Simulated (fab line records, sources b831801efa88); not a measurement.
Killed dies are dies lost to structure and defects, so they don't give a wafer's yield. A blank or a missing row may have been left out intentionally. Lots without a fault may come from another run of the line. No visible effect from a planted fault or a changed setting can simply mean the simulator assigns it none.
The tool behind it: which one?	flow sfqLine	14 lots, 41 wafers sampled, at 2 steps of a route of 325

== WHAT THE GAUGES SHOWED, per wafer ==
No reading from a measuring or inspecting step in the record can be judged against a usual standard deviation.

== TOOL THAT RAN EACH LOT (tool first, then ch and the chambers of the sampled wafers, then the start) ==
lot	SFQ_TRILAYER_I7_DEP_PECVD_183	SFQ_TRILAYER_I7_CMP_CMP_184
L243	pecvd-02 ch 1,2, day 76 18:20	cmp-02 ch 1,2, day 76 18:25
L244	pecvd-02 ch 0,2, day 77 00:08	cmp-01 ch 1,3, day 77 03:32
L245	pecvd-01 ch 0,2, day 77 03:46	cmp-01 ch 0,1,2, day 77 17:21
L246	pecvd-04 ch 0,1,2, day 77 04:09	cmp-02 ch 0,1,3, day 77 18:52
L247	pecvd-01 ch 0,1,2, day 77 06:33	cmp-01 ch 0,1,3, day 77 21:51
L248	pecvd-02 ch 0,1,2, day 77 12:47	cmp-02 ch 0,3, day 78 03:22
L249	pecvd-04 ch 0,1, day 77 13:45	cmp-02 ch 0,1, day 78 06:22
L253	pecvd-02 ch 0,1, day 77 22:07	cmp-01 ch 0,3, day 78 13:21
L254	pecvd-02 ch 0,1, day 78 04:15	cmp-01 ch 0,1, day 78 18:51
L258	pecvd-02 ch 0,1,2, day 85 04:01	cmp-02 ch 0,1,2, day 85 09:05
L261	pecvd-02 ch 0,2, day 86 12:24	cmp-02 ch 0,2, day 86 12:34
L262	pecvd-02 ch 0,1,2, day 86 17:12	cmp-02 ch 2,3, day 86 17:17
L264	pecvd-02 ch 0,1,2, day 87 10:00	cmp-01 ch 0,1, day 87 10:35
L265	pecvd-01 ch 0,1,2, day 87 12:31	cmp-02 ch 1,2,3, day 87 12:35
- SFQ_TRILAYER_I7_DEP_PECVD_183: deposits SiO2 from SiH4/N2O, time 111.11 s, target thk 500 nm.
- SFQ_TRILAYER_I7_CMP_CMP_184: polishes SiO2.

== WHAT THE TOOLS THEMSELVES READ (means of the sampled wafers that have a number; where no wafer has one, the mark that the record gives instead) ==
SFQ_TRILAYER_I7_DEP_PECVD_183.
lot	tool	chamberPressureTorr (Torr)	heaterPowerOuterW (W)	heaterPowerW (W)	rfFwdPowerW (W)	runLengthS (s)	throttleValvePct (%)
L243	pecvd-02	2.402	16	62	181.6	138.5	24.1
L244	pecvd-02	2.396	24	74	182.3	139.5	22.6
L245	pecvd-01	2.396	31	82	182.8	138.8	24.9
L246	pecvd-04	2.404	30	86	182.6	139.5	24.6
L247	pecvd-01	2.402	29	84	183.0	138.8	24.5
L248	pecvd-02	2.403	21	69	182.1	139.2	23.6
L249	pecvd-04	2.393	34	86	181.8	139.2	24.2
L253	pecvd-02	2.401	13	58	182.0	154.2	24.0
L254	pecvd-02	2.403	18	64	181.9	150.4	23.6
L258	pecvd-02	2.402	20	69	181.6	139.0	23.7
L261	pecvd-02	2.397	27	79	182.0	138.9	23.1
L262	pecvd-02	2.398	21	69	182.6	139.0	23.8
L264	pecvd-02	2.404	17	64	181.8	139.0	23.9
L265	pecvd-01	2.401	30	85	182.2	138.6	24.7

SFQ_TRILAYER_I7_CMP_CMP_184.
lot	tool	motorCurrentA (A)	timeToEndpointS (s)
L243	cmp-02	10.5	220
L244	cmp-01	10.6	215
L245	cmp-01	9.8	212
L246	cmp-02	9.7	223
L247	cmp-01	10.1	207
L248	cmp-02	9.0	215
L249	cmp-02	9.9	216
L253	cmp-01	11.3	261
L254	cmp-01	10.1	240
L258	cmp-02	10.3	218
L261	cmp-02	10.4	218
L262	cmp-02	10.4	219
L264	cmp-01	10.5	216
L265	cmp-02	10.0	222

== THE ANSWER, worked out from the rows above alone ==
Rule: the lots themselves supply what counts as usual. The widest of any qualifying gaps counts: lots, ordered by their means at a reading, are off when they make up no more than a third of the lots, leave a main group of 4 or more, and stand apart from it by 3 or more times the standard deviation of that group's means. A main group whose means are all the same, to the digits that the tables above print for the reading, isn't used. A lot without any number at a reading at which 4 lots or more have one is off too. All remaining lots with rows at the step are treated as sound. After the gauges, taken in route order, come the tools' own readings; for these a lot's mean is taken, as printed above. At the first step where some lot is off, the reading lying furthest off is the one used; lots without a number count as furthest.
Off at SFQ_TRILAYER_I7_DEP_PECVD_183 (runLengthS): L253, L254. The main group has a mean of 139.0 s with a standard deviation of 0.3.
A tool fits if, at that step or a process step before it, it ran every lot that is off, and no sound lot after the first of them. None of those tried fits.

== WHAT THE SIMULATOR PUT IN ==
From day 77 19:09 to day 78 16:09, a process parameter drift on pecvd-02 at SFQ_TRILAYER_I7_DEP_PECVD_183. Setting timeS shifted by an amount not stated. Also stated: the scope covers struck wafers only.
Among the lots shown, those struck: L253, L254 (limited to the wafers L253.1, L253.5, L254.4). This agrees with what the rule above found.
